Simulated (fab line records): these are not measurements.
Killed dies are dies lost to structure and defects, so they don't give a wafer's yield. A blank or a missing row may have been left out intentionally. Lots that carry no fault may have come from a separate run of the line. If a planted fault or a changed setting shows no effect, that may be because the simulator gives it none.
Which of the tools did it? ; flow sky130 ; 18 wafers from 6 lots sampled at 3 of the route's 708 steps

WHAT THE GAUGES SHOWED, per wafer
SKY_METAL2_CD_MEAS_15: target cd 140 nm.
lot;measured;on;cdNm (nm)
L498;day 35 07:58;cdSem-02;139.0 139.4 138.0
L501;day 36 11:28;cdSem-02;136.1 136.7 137.6
L503;day 36 20:49;cdSem-02;141.4 140.3 141.7
L505;day 37 17:55;cdSem-01;139.1 139.1 139.1
L515;day 40 21:01;cdSem-02;141.2 141.5 141.3
L517;day 41 07:44;cdSem-01;139.7 138.7 139.4

TOOL THAT RAN EACH LOT (tool first, then ch and the chambers of the sampled wafers, then the start)
lot;SKY_LOCAL_INTERCONNECT_STRIP_15;SKY_METAL1_SPUTTER_04
L498;plasmaAsher-01 ch 0,1, day 30 12:59;pvdSputter-04, day 31 20:18
L501;plasmaAsher-01 ch 0,1, day 31 17:55;pvdSputter-03, day 32 23:56
L503;plasmaAsher-04 ch 1, day 32 05:23;pvdSputter-03, day 33 10:56
L505;plasmaAsher-04 ch 0,1, day 33 03:52;pvdSputter-03, day 34 09:10
L515;plasmaAsher-02 ch 0, day 36 08:45;pvdSputter-03, day 37 13:45
L517;plasmaAsher-01 ch 0,1, day 36 21:30;pvdSputter-04, day 38 02:38
- SKY_LOCAL_INTERCONNECT_STRIP_15: strips in O2/N2.
- SKY_METAL1_SPUTTER_04: material TiN, target thk 70 nm, time 58.3 s.

THE ANSWER, worked out from the rows above alone
Rule: the usual values come from the lots themselves. The widest of any qualifying gaps counts: lots, ordered by their means at a reading, are off when they make up no more than a third of the lots, leave a main group of 4 or more, and stand apart from it by 3 or more times the standard deviation of that group's means. If all means in a main group match to the digits the tables above print for the reading, that group is not used. A lot without any number at a reading at which 4 lots or more have one is off too. All remaining lots with rows at the step are treated as sound.
Across all readings shown, no lot is off: no conclusion can be drawn from this.

WHAT THE SIMULATOR HAD INSERTED
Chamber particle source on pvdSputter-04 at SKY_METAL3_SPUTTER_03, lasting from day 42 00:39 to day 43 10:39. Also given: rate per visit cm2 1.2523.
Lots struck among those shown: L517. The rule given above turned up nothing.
